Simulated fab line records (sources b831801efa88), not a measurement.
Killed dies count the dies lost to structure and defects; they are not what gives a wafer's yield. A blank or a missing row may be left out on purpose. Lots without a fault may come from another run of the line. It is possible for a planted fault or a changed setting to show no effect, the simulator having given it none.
Which tool is to blame?	flow gf180mcu	13 lots with 39 wafers sampled at 3 steps, on a route of 602 steps

## WHAT THE GAUGES SHOWED, per wafer
GF_V1_OVL_MEAS_15.
lot	measured	on	V1_OVL (nm)
L471	day 18 18:35	overlay-01	2 7 5
L472	day 19 02:19	overlay-01	-5 3 2
L477	day 21 01:36	overlay-01	3 2 11
L479	day 21 16:50	overlay-01	6 6 5
L483	day 23 03:52	overlay-02	-6 -9 -6
L484	day 23 09:59	overlay-01	5 5 3
L486	day 24 09:08	overlay-02	10 8 8
L487	day 24 21:07	overlay-01	4 6 5
L488	day 24 21:49	overlay-01	2 2 6
L489	day 25 05:04	overlay-01	-2 -1 -3
L490	day 25 13:36	overlay-01	-4 -4 1
L492	day 25 21:28	overlay-02	5 6 9
L493	day 26 06:06	overlay-01	-3 -1 6

## TOOL THAT RAN EACH LOT (tool first, then ch and the chambers of the sampled wafers, then the start)
lot	GF_POLY_GATE_ETCH_12	GF_SALICIDE_SPUTTER_03
L471	rie diel-03 ch 0,3, day 9 13:53	pvd sputter-01, day 15 16:12
L472	rie diel-03 ch 0,2, day 9 19:49	pvd sputter-02, day 16 00:38
L477	rie diel-01 ch 1,2,3, day 11 10:13	pvd sputter-01, day 17 20:16
L479	rie diel-01 ch 0,1,3, day 11 22:04	pvd sputter-03, day 18 11:52
L483	rie diel-03 ch 1,3, day 13 02:28	pvd sputter-01, day 20 00:46
L484	rie diel-03 ch 2,3, day 13 09:58	pvd sputter-02, day 20 07:52
L486	rie diel-03 ch 0,1,2, day 14 06:35	pvd sputter-01, day 21 07:45
L487	rie diel-02 ch 1,2,3, day 14 16:32	pvd sputter-03, day 21 21:32
L488	rie diel-01 ch 0,2,3, day 14 17:28	pvd sputter-01, day 21 22:04
L489	rie diel-03 ch 1,2, day 15 01:17	pvd sputter-01, day 22 05:31
L490	rie diel-01 ch 0,1,3, day 15 10:32	pvd sputter-02, day 22 14:43
L492	rie diel-02 ch 1,2, day 15 18:35	pvd sputter-02, day 22 22:51
L493	rie diel-01 ch 0,1, day 16 05:11	pvd sputter-03, day 23 09:43
- GF_POLY_GATE_ETCH_12: etches BARC in N2/H2.
- GF_SALICIDE_SPUTTER_03: material TiN, target thk 20 nm, time 16.7 s.

## WHAT THE TOOLS THEMSELVES READ (means of the sampled wafers that have a number; where no wafer has one, the mark that the record gives instead)
GF_POLY_GATE_ETCH_12.
lot	tool	bias w (W)	drypump motor current A (A)	oes product au (a.u.)	throttle valve pct (%)
L471	rie diel-03	100.1	5.7	0.735	13.206
L472	rie diel-03	100.1	5.6	0.738	13.215
L477	rie diel-01	91.8	6.2	0.733	13.221
L479	rie diel-01	91.7	5.9	0.734	13.209
L483	rie diel-03	99.8	5.8	0.738	13.225
L484	rie diel-03	100.4	5.8	0.731	13.218
L486	rie diel-03	100.0	5.8	0.740	13.213
L487	rie diel-02	100.1	6.0	0.736	13.210
L488	rie diel-01	100.0	6.1	0.733	13.220
L489	rie diel-03	100.1	5.9	0.737	13.211
L490	rie diel-01	99.9	5.9	0.735	13.206
L492	rie diel-02	99.8	5.6	0.738	13.217
L493	rie diel-01	100.3	5.7	0.737	13.212

GF_SALICIDE_SPUTTER_03.
lot	tool	throttle valve pct (%)
L471	pvd sputter-01	31.0
L472	pvd sputter-02	29.7
L477	pvd sputter-01	30.9
L479	pvd sputter-03	29.9
L483	pvd sputter-01	30.8
L484	pvd sputter-02	29.4
L486	pvd sputter-01	30.9
L487	pvd sputter-03	29.9
L488	pvd sputter-01	30.4
L489	pvd sputter-01	30.8
L490	pvd sputter-02	29.4
L492	pvd sputter-02	30.1
L493	pvd sputter-03	29.7

## THE ANSWER, worked out from the rows above alone
Rule: the lots themselves supply what counts as usual. Put in order of their means at a reading, lots are off if they are a third of the lots or fewer, leave a main group of 4 or more, and stand apart from it by a gap of 3 or more times the standard deviation of the main group's means; of several such gaps the widest counts. If all means in a main group match to the digits the tables above print for the reading, that group is not used. Also off: a lot with no number at a reading for which 4 or more lots have one. Any other lot the step has rows for is counted as sound. Order of review: gauges by route order, followed by the tools' own readings, for which a lot's mean as printed above is used. The first step at which some lot is off is used, and at that step the reading that is off furthest; a lot without a number counts as furthest.
Off, at GF_POLY_GATE_ETCH_12 on bias w: L477, L479. For the main group the mean is 100.1 W and the standard deviation 0.18.
If a tool, at that step or one of the process steps before it, ran each lot that is off and ran no sound lot following the first of them, it fits. None of those tried fits.

## WHAT HAD BEEN PUT IN BY THE SIMULATOR
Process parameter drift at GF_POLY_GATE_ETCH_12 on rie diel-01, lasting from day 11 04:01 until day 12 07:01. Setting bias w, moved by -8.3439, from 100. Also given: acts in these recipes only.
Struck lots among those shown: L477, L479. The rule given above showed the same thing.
